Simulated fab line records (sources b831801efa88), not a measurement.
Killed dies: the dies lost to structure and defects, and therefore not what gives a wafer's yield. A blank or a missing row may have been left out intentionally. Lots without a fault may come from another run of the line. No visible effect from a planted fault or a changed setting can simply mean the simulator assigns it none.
Lot-split experiment | flow gf180mcu | on a route of 602 steps: 5 lots, 23 wafers read

## THE SPLIT
At GF_MVSD_STRIP_10 (strips in O2/N2), the setting power-w was moved away from the recipe's 1400 W on 10 of the 23 wafers read, by -10.4% to +11.0%. All remaining wafers had this setting at the recipe value.

The reading is taken at the split's own step.

## THE READING
oes-product-au, in a.u., at GF_MVSD_STRIP_10 (strips in O2/N2). Fault-free wafers of this fab line usually give 0.722 a.u., standard deviation 0.005 a.u.

wafer  | tool, chamber at the split | power-w as run, W | against the recipe | oes-product-au, a.u. | against lot-mates on the recipe
L079.1 | plasma-asher-01, 1         | 1554              | +11.0%             | 0.768                | +0.043
L079.2 | plasma-asher-01, 0         | 1554              | +11.0%             | 0.769                | +0.044
L079.4 | plasma-asher-01, 1         | 1400              | recipe             | 0.727                | -
L079.5 | plasma-asher-01, 1         | 1400              | recipe             | 0.723                | -
L079.6 | plasma-asher-01, 0         | 1554              | +11.0%             | 0.756                | +0.031
L082.2 | plasma-asher-04, 0         | 1493              | +6.6%              | 0.750                | +0.025
L082.3 | plasma-asher-04, 1         | 1400              | recipe             | 0.729                | -
L082.4 | plasma-asher-04, 0         | 1493              | +6.6%              | 0.747                | +0.022
L082.5 | plasma-asher-04, 1         | 1400              | recipe             | 0.721                | -
L082.6 | plasma-asher-04, 0         | 1400              | recipe             | 0.725                | -
L083.2 | plasma-asher-03, 0         | 1400              | recipe             | 0.730                | -
L083.4 | plasma-asher-03, 1         | 1400              | recipe             | 0.727                | -
L083.5 | plasma-asher-03, 1         | 1400              | recipe             | 0.723                | -
L084.1 | plasma-asher-01, 0         | 1254              | -10.4%             | 0.686                | -0.036
L084.2 | plasma-asher-01, 1         | 1254              | -10.4%             | 0.674                | -0.048
L084.3 | plasma-asher-01, 1         | 1400              | recipe             | 0.717                | -
L084.5 | plasma-asher-01, 1         | 1400              | recipe             | 0.726                | -
L084.6 | plasma-asher-01, 0         | 1400              | recipe             | 0.724                | -
L085.1 | plasma-asher-04, 0         | 1456              | +4.0%              | 0.737                | +0.015
L085.2 | plasma-asher-04, 1         | 1456              | +4.0%              | 0.744                | +0.022
L085.3 | plasma-asher-04, 1         | 1400              | recipe             | 0.727                | -
L085.4 | plasma-asher-04, 0         | 1456              | +4.0%              | 0.734                | +0.012
L085.6 | plasma-asher-04, 0         | 1400              | recipe             | 0.717                | -

FIT RESULTS
A straight line over all 23 wafers: oes-product-au changes by +0.00387 a.u. for each +1% of power-w; r = +0.98; the points scatter about the line by 0.0047 a.u.
The same after taking each lot's own level away (the mean of its wafers on the recipe; 23 wafers): +0.00378 a.u. for each +1%; r = +0.98; scatter 0.0045 a.u.
The reading moves by 0.042 a.u. for the largest change in power-w, on that fit.
The span of the lots' own levels, 0.7220 to 0.7267 a.u., comes to 0.9 times the standard deviation stated above.
The two slopes are in agreement: the lot-to-lot level therefore moves the slope only a little.
Check: for one of the wafers moved furthest among these (+11.0%), held out of the fit, the line's prediction against its lot-mates is +0.0406 a.u. Against them it came out at +0.043 a.u.
Tool readings at the split's step, against how far the setting was moved: oes-product-au r = +0.98; strip-time-to-endpoint-s r = -0.99.

## THESE WAFERS: OTHER SPLITS
Before the reading, these wafers also passed through other splits. Each is held against what the fit with the lots' levels taken away leaves over:
other split on the same wafers | wafers away from the commonest value | r with oes-product-au (lot level and that fit taken away)
GF_STI_ETCH_14 icp-w           | 8                                    | -0.12
GF_STI_OXIDATION_21 ox-time-s  | 10                                   | +0.07
GF_STI_OXIDATION_29 temp-c     | 15                                   | -0.02

## THE WHOLE CHAIN: every reading that the file lists as answering this split, in the file's order
step             | what it does    | reading                  | change (the file's fit)                  | r (the file's)
GF_MVSD_STRIP_10 | strips in O2/N2 | oes-product-au           | +0.0038 a.u. for each +1% of the setting | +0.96
GF_MVSD_STRIP_10 | strips in O2/N2 | strip-time-to-endpoint-s | withheld for each +1% of the setting     | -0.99

## THE FILE'S OWN FIT
oes-product-au changes by +0.0038 a.u. for each +1% of power-w, r = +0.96.
